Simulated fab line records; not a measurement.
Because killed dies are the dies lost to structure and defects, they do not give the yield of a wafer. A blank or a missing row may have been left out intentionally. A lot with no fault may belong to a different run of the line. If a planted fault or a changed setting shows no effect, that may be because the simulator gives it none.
Which tool was responsible? | flow gf180mcu | Sampling: 14 lots, 42 wafers, 4 of 602 route steps

## WHAT THE GAUGES SHOWED, per wafer
The record holds no reading of a measuring or inspecting step that can be judged against a usual standard deviation.

## EACH LOT AND THE TOOL THAT RAN IT (in order: tool; ch and the chambers of the sampled wafers; start)
lot  | GF_VT_IMPLANT_DEVELOP_28         | GF_V2_ETCH_17                                | GF_M4_SPUTTER_03            | GF_M5_ETCH_09
L495 | lithoTrack-01 ch 0, day 7 05:20  | rieDiel-03 ch 0,2, day 22 20:15 or earlier   | pvdSputter-02, day 22 20:15 | rieDiel-03 ch 0,3, day 26 15:02
L496 | lithoTrack-02 ch 0, day 7 10:11  | rieDiel-04 ch 0,2, day 23 05:12 or earlier   | pvdSputter-01, day 23 05:12 | rieDiel-02 ch 1,2,3, day 26 23:47
L497 | lithoTrack-02 ch 0, day 7 16:13  | rieDiel-04 ch 1,2, day 23 19:31 or earlier   | pvdSputter-01, day 23 19:31 | rieDiel-04 ch 0,2,3, day 27 11:43
L498 | lithoTrack-01 ch 0, day 8 00:10  | rieDiel-04 ch 1,2,3, day 24 05:41 or earlier | pvdSputter-02, day 24 05:41 | rieDiel-04 ch 0,1,2, day 27 20:22
L500 | lithoTrack-02 ch 0, day 8 14:37  | rieDiel-01 ch 1,3, day 24 17:49 or earlier   | pvdSputter-02, day 24 17:49 | rieDiel-02 ch 1,3, day 28 08:07
L502 | lithoTrack-02 ch 0, day 9 01:08  | rieDiel-01 ch 0,1,3, day 25 05:38 or earlier | pvdSputter-04, day 25 05:38 | rieDiel-02 ch 1,3, day 28 19:55
L503 | lithoTrack-02 ch 0, day 9 07:29  | rieDiel-03 ch 1,3, day 25 14:28 or earlier   | pvdSputter-01, day 25 14:28 | rieDiel-02 ch 2,3, day 29 02:25
L504 | lithoTrack-02 ch 0, day 9 12:56  | rieDiel-01 ch 0,3, day 25 21:27 or earlier   | pvdSputter-02, day 25 21:27 | rieDiel-03 ch 0,1,3, day 29 06:55
L505 | lithoTrack-01 ch 0, day 9 19:43  | rieDiel-01 ch 0,1,2, day 26 11:16 or earlier | pvdSputter-02, day 26 11:16 | rieDiel-02 ch 0,3, day 29 20:50
L512 | lithoTrack-04 ch 0, day 12 00:59 | rieDiel-04 ch 1,2,3, day 28 19:29 or earlier | pvdSputter-04, day 28 19:29 | rieDiel-03 ch 0,1,2, day 32 00:52
L513 | lithoTrack-01 ch 0, day 12 02:11 | rieDiel-04 ch 0,1,2, day 28 22:35 or earlier | pvdSputter-01, day 28 22:35 | rieDiel-02 ch 1,2,3, day 32 03:10
L515 | lithoTrack-01 ch 0, day 12 13:50 | rieDiel-01 ch 0,3, day 29 04:14 or earlier   | pvdSputter-04, day 29 04:14 | rieDiel-02 ch 0,2,3, day 32 07:43
L516 | lithoTrack-02 ch 0, day 12 22:10 | rieDiel-04 ch 0,1,2, day 29 12:52 or earlier | pvdSputter-01, day 29 12:52 | rieDiel-03 ch 0,1,2, day 32 15:04
L517 | lithoTrack-04 ch 0, day 13 04:26 | rieDiel-04 ch 0,1,3, day 29 20:18 or earlier | pvdSputter-02, day 29 20:18 | rieDiel-04 ch 1,2,3, day 32 20:22
- GF_VT_IMPLANT_DEVELOP_28: develop time 60 s.
- GF_V2_ETCH_17: etches SiO2 in C4F8/O2/Ar, stops on TiN, target depth 630 nm.
- GF_M4_SPUTTER_03: material Ti, target thk 10 nm, time 6.7 s.
- GF_M5_ETCH_09: etches Si3N4 in CF4/O2, target depth 52 nm, time 11.6 s.

## WHAT THE TOOLS THEMSELVES READ (means of the sampled wafers that have a number; where no wafer has one, the mark that the record gives instead)
GF_VT_IMPLANT_DEVELOP_28. Usual: developerTempC 23.00 C, standard deviation 0.1.
lot  | tool          | developerTempC (C) | flag
L495 | lithoTrack-01 | 23.00              | 
L496 | lithoTrack-02 | 23.18              | 
L497 | lithoTrack-02 | 22.84              | 
L498 | lithoTrack-01 | 23.04              | 
L500 | lithoTrack-02 | 23.00              | 
L502 | lithoTrack-02 | 22.98              | 
L503 | lithoTrack-02 | 22.00              | OFF
L504 | lithoTrack-02 | 22.13              | OFF
L505 | lithoTrack-01 | 22.93              | 
L512 | lithoTrack-04 | 22.88              | 
L513 | lithoTrack-01 | 23.09              | 
L515 | lithoTrack-01 | 23.02              | 
L516 | lithoTrack-02 | 22.90              | 
L517 | lithoTrack-04 | 23.11              | 

GF_V2_ETCH_17. Usual: oesProductAu 0.855 a.u., standard deviation 0.0045.
lot  | tool       | oesProductAu (a.u.) | flag
L495 | rieDiel-03 | 0.854               | 
L496 | rieDiel-04 | 0.852               | 
L497 | rieDiel-04 | 0.849               | 
L498 | rieDiel-04 | 0.857               | 
L500 | rieDiel-01 | 0.859               | 
L502 | rieDiel-01 | 0.857               | 
L503 | rieDiel-03 | 0.851               | 
L504 | rieDiel-01 | 0.856               | 
L505 | rieDiel-01 | 0.856               | 
L512 | rieDiel-04 | 0.856               | 
L513 | rieDiel-04 | 0.861               | 
L515 | rieDiel-01 | 0.854               | 
L516 | rieDiel-04 | 0.852               | 
L517 | rieDiel-04 | 0.860               | 

GF_M4_SPUTTER_03. Usual: substrateTempC 300.01 C, standard deviation 0.19; throttleValvePct 30.0 %, standard deviation 0.93.
lot  | tool          | substrateTempC (C) | throttleValvePct (%) | flag
L495 | pvdSputter-02 | 299.91             | 29.5                 | 
L496 | pvdSputter-01 | 300.00             | 30.0                 | 
L497 | pvdSputter-01 | 299.82             | 30.3                 | 
L498 | pvdSputter-02 | 300.25             | 30.0                 | 
L500 | pvdSputter-02 | 300.05             | 29.8                 | 
L502 | pvdSputter-04 | 299.93             | 30.4                 | 
L503 | pvdSputter-01 | 299.84             | 30.4                 | 
L504 | pvdSputter-02 | 300.11             | 29.9                 | 
L505 | pvdSputter-02 | 300.04             | 29.9                 | 
L512 | pvdSputter-04 | 299.99             | 30.0                 | 
L513 | pvdSputter-01 | 300.02             | 29.8                 | 
L515 | pvdSputter-04 | 300.13             | 30.8                 | 
L516 | pvdSputter-01 | 299.95             | 29.9                 | 
L517 | pvdSputter-02 | 300.00             | 29.0                 | 

GF_M5_ETCH_09. Usual: drypumpMotorCurrentA 5.8 A, standard deviation 0.38; oesProductAu 0.997 a.u., standard deviation 0.01; throttleValvePct 5.970 %, standard deviation 0.0095.
lot  | tool       | drypumpMotorCurrentA (A) | oesProductAu (a.u.) | throttleValvePct (%) | flag
L495 | rieDiel-03 | 5.9                      | 0.997               | 5.979                | 
L496 | rieDiel-02 | 5.5                      | 0.996               | 5.957                | 
L497 | rieDiel-04 | 5.7                      | 1.000               | 5.974                | 
L498 | rieDiel-04 | 5.9                      | 0.989               | 5.966                | 
L500 | rieDiel-02 | 5.3                      | 0.991               | 5.975                | 
L502 | rieDiel-02 | 5.6                      | 0.992               | 5.959                | 
L503 | rieDiel-02 | 5.7                      | 0.990               | 5.964                | 
L504 | rieDiel-03 | 5.9                      | 1.000               | 5.971                | 
L505 | rieDiel-02 | 5.5                      | 1.001               | 5.976                | 
L512 | rieDiel-03 | 6.2                      | 0.992               | 5.975                | 
L513 | rieDiel-02 | 5.5                      | 0.992               | 5.970                | 
L515 | rieDiel-02 | 5.7                      | 0.991               | 5.965                | 
L516 | rieDiel-03 | 6.2                      | 0.999               | 5.973                | 
L517 | rieDiel-04 | 5.8                      | 0.997               | 5.967                | 

## THE ANSWER, worked out from the rows above alone
Rule: a lot counts as off when the mean over its wafers that have a number is more than 3 standard deviations away from the usual mean. Also off: a lot with no number at a reading for which 4 or more lots have one. Any other lot the step has rows for is counted as sound. The gauges are gone through in route order, then the tools' own readings, and for those a lot's mean is taken as printed above. At the first step where some lot is off, the reading lying furthest off is the one used; lots without a number count as furthest.
Off at GF_VT_IMPLANT_DEVELOP_28 (developerTempC): L503, L504.
If a tool, at that step or one of the process steps before it, ran each lot that is off and ran no sound lot following the first of them, it fits. None of those tried fits.

## WHAT WAS PUT IN BY THE SIMULATOR
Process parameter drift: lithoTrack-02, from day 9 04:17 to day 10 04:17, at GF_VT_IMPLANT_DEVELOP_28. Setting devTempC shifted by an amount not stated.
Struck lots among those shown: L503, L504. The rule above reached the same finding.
